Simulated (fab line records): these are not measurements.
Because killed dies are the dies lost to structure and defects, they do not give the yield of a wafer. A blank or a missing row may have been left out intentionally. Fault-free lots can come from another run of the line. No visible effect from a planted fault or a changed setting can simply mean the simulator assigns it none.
Matching of chambers + flow gf180mcu + GF_V4_CMP_26 on cmp-01 has 4 sister chambers
The step polishes, stops on SiO2, t overpolish 15 s, target thk 0 nm. 18 wafers are shown with their chamber, then 9 later ones without.

== EACH WAFER AND ITS CHAMBER ==
| wafer  | chamber | motor-current-A (A) | time-to-endpoint-s (s) | overpolish-run-s (s) |
|--------|---------|---------------------|------------------------|----------------------|
| L986.2 | 0       | 8.8                 | 82                     | 15.002               |
| L986.4 | 2       | 10.1                | 84                     | 15.008               |
| L986.6 | 3       | 10.3                | 78                     | 15.000               |
| L989.1 | 2       | 9.9                 | 85                     | 14.997               |
| L989.2 | 1       | 10.5                | 82                     | 15.001               |
| L989.6 | 1       | 10.7                | 80                     | 14.996               |
| L991.1 | 1       | 10.5                | 77                     | 15.001               |
| L991.4 | 3       | 10.9                | 81                     | 15.013               |
| L991.5 | 1       | 11.0                | 80                     | 15.002               |
| L993.2 | 2       | 10.1                | 85                     | 15.018               |
| L993.5 | 1       | 10.5                | 83                     | 14.994               |
| L993.6 | 0       | 8.8                 | 79                     | 15.003               |
| L994.1 | 3       | 10.9                | 79                     | 14.991               |
| L994.3 | 0       | 9.2                 | 86                     | 15.002               |
| L994.5 | 3       | 11.0                | 82                     | 14.981               |
| L995.1 | 3       | 11.1                | 80                     | 15.003               |
| L995.3 | 0       | 8.7                 | 81                     | 15.003               |
| L995.4 | 1       | 10.2                | 80                     | 15.006               |

SIGNATURES, as means of the wafers listed above
| reading            | chamber 0 | chamber 1 | chamber 2 | chamber 3 | scatter within a chamber |
|--------------------|-----------|-----------|-----------|-----------|--------------------------|
| motor-current-A    | 8.875     | 10.567    | 10.033    | 10.840    | 0.256                    |
| time-to-endpoint-s | 82.00     | 80.33     | 84.67     | 80.00     | 2.04                     |
| overpolish-run-s   | 15.00250  | 15.00000  | 15.00767  | 14.99760  | 0.00805                  |
Rule: distance of a wafer from a chamber = root of the sum over the readings of ((wafer's reading minus chamber's mean) / reading's scatter) squared. The wafer belongs to the nearest chamber; if the next one is less than 2 further off, it can't be placed. The scatter is the square root of a quotient: the sum, over the shown wafers, of each reading's squared deviation from its chamber's mean, divided by wafers minus chambers.

== WAFERS WITH NO CHAMBER GIVEN ==
| wafer  | motor-current-A (A) | time-to-endpoint-s (s) | overpolish-run-s (s) |
|--------|---------------------|------------------------|----------------------|
| L996.1 | 10.8                | 78                     | 14.994               |
| L996.3 | 9.4                 | 78                     | 15.009               |
| L996.6 | 9.0                 | 82                     | 15.013               |
| L998.3 | 10.0                | 84                     | 14.989               |
| L998.4 | 11.6                | 78                     | 14.998               |
| L998.5 | 10.7                | 81                     | 15.002               |
| L102.1 | 9.4                 | 82                     | 15.005               |
| L102.4 | 11.1                | 79                     | 15.002               |
| L102.5 | 11.5                | 81                     | 15.000               |

== WHICH CHAMBER EACH ONE RAN IN ==
| wafer  | from the rows above          | in truth |
|--------|------------------------------|----------|
| L996.1 | can't be placed: 3 or 1      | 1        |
| L996.3 | can't be placed: 0 or 2 or 1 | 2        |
| L996.6 | 0                            | 0        |
| L998.3 | can't be placed: 2 or 1 or 3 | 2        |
| L998.4 | can't be placed: 3 or 1      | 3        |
| L998.5 | can't be placed: 1 or 3      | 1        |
| L102.1 | can't be placed: 0 or 2      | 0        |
| L102.4 | can't be placed: 3 or 1      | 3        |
| L102.5 | can't be placed: 3 or 1      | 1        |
Correctly placed: 1 of 9. From these rows, 8 cannot be placed; in 8 the true chamber is one of the candidates. Wrongly placed: 0.
